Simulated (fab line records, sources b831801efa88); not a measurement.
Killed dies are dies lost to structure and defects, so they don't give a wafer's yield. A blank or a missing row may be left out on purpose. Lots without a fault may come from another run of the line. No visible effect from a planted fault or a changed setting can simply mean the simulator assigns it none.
Struck lot and sound lot, side by side ; flow sky130 ; 14 out of 708 route steps
Sound: these wafers, L868.1, L868.4, L868.5. Wafers L876.1, L876.2, L876.3 were the ones struck. The cause comes at the end.
Each step with rows lists, per side, the tool, then ch with its chambers, then its first start. Under that, the readings that differ: sound wafers ; struck wafers ; difference of the means ; sigmas: that difference in standard deviations of wafers without a fault.
alike: a reading whose means differ by less than 2 such deviations, as well as words and numbers matching on both sides. not compared: withheld readings; readings where some wafer has no value; bounds like >300 that might hide an equal value; numbers whose values overlap and for which the record gives no deviation.
Wherever a step has rows on one side only, a row that says differs or no value, or a row with sigmas, the two part there. Numbers that have no deviation but don't overlap get no sigmas and don't part them. A reading that every wafer of one side lacks parts them only if that side has two wafers or more.

SKY_METAL5_SPUTTER_01: material TiN, target thk 20 nm, time 16.7 s.
  struck on pvd_sputter-02, day 45 10:57; sound on pvd_sputter-02, day 42 22:05
  alike: chamber_pressure_pa, throttle_valve_pct
SKY_METAL5_SPUTTER_02: material AlCu, target thk 1150 nm, time 61.2 s.
  struck on pvd_sputter-02, day 45 10:59; sound on pvd_sputter-02, day 42 22:07
  alike: chamber_pressure_pa, throttle_valve_pct
SKY_METAL5_SPUTTER_03: material Ti, target thk 5 nm, time 3.3 s.
  struck on pvd_sputter-02, day 45 11:02; sound on pvd_sputter-02, day 42 22:10
  alike: chamber_pressure_pa, throttle_valve_pct
SKY_METAL5_SPUTTER_04: material TiN, target thk 70 nm, time 58.3 s.
  struck on pvd_sputter-02, day 45 11:03; sound on pvd_sputter-02, day 42 22:11
  alike: chamber_pressure_pa, throttle_valve_pct
SKY_METAL5_RS_MEAS_05: measures by four-point-probe.
  struck on film_metro-02, day 45 11:06; sound on film_metro-03, day 42 22:14
reading;sound;struck;difference;sigmas
METAL5_ALCU_RS (ohm/sq);0.0278 0.0274 0.0275;0.0269 0.0267 0.0264;-0.0009;-3
SKY_METAL5_THK_MEAS_06: measures by xrf.
  struck on film_metro-02, day 45 11:13; sound on film_metro-03, day 42 22:21
reading;sound;struck;difference;sigmas
METAL5_ALCU_THK (nm);1116 1133 1125;1155 1157 1169;+36;+2
then, 6 steps without rows for these wafers: SKY_METAL5_DEHYDRATE_07 (time 60 s); SKY_METAL5_HMDS_08 (prime time 60 s); SKY_METAL5_COAT_09 (resist thk 1800 nm); SKY_METAL5_SOFTBAKE_10 (time 60 s); SKY_METAL5_EXPOSE_11 (exposes mask MM5, target cd 1600 nm); SKY_METAL5_PEB_12.
SKY_METAL5_DEVELOP_13: develop time 60 s.
  sound on litho_track-01 ch 0, day 43 20:46; struck on litho_track-03, day 46 07:04
  no value came back on the struck wafers for chill_plate_temp_C (C), develop_time_s (s); on the sound wafers chill_plate_temp_C (C) reads 22.97 23.05 22.96
SKY_METAL5_DESCUM_14: chemistry O2, time 11 s.
  sound on rie_metal-03 ch 0,1, day 43 20:55; struck on rie_metal-03 ch 0,1, day 46 07:13
  alike: drypump_motor_current_A, oes_product_au, rf_fwd_power_W, temp_c
  not compared: rf_hours_counter_h

## WHERE THEY PART
At SKY_METAL5_RS_MEAS_05 first; at SKY_METAL5_DEVELOP_13 last (within this record only). Later steps at which nothing parts them and some readings are alike: SKY_METAL5_DESCUM_14.

WHY: what the simulator had put in
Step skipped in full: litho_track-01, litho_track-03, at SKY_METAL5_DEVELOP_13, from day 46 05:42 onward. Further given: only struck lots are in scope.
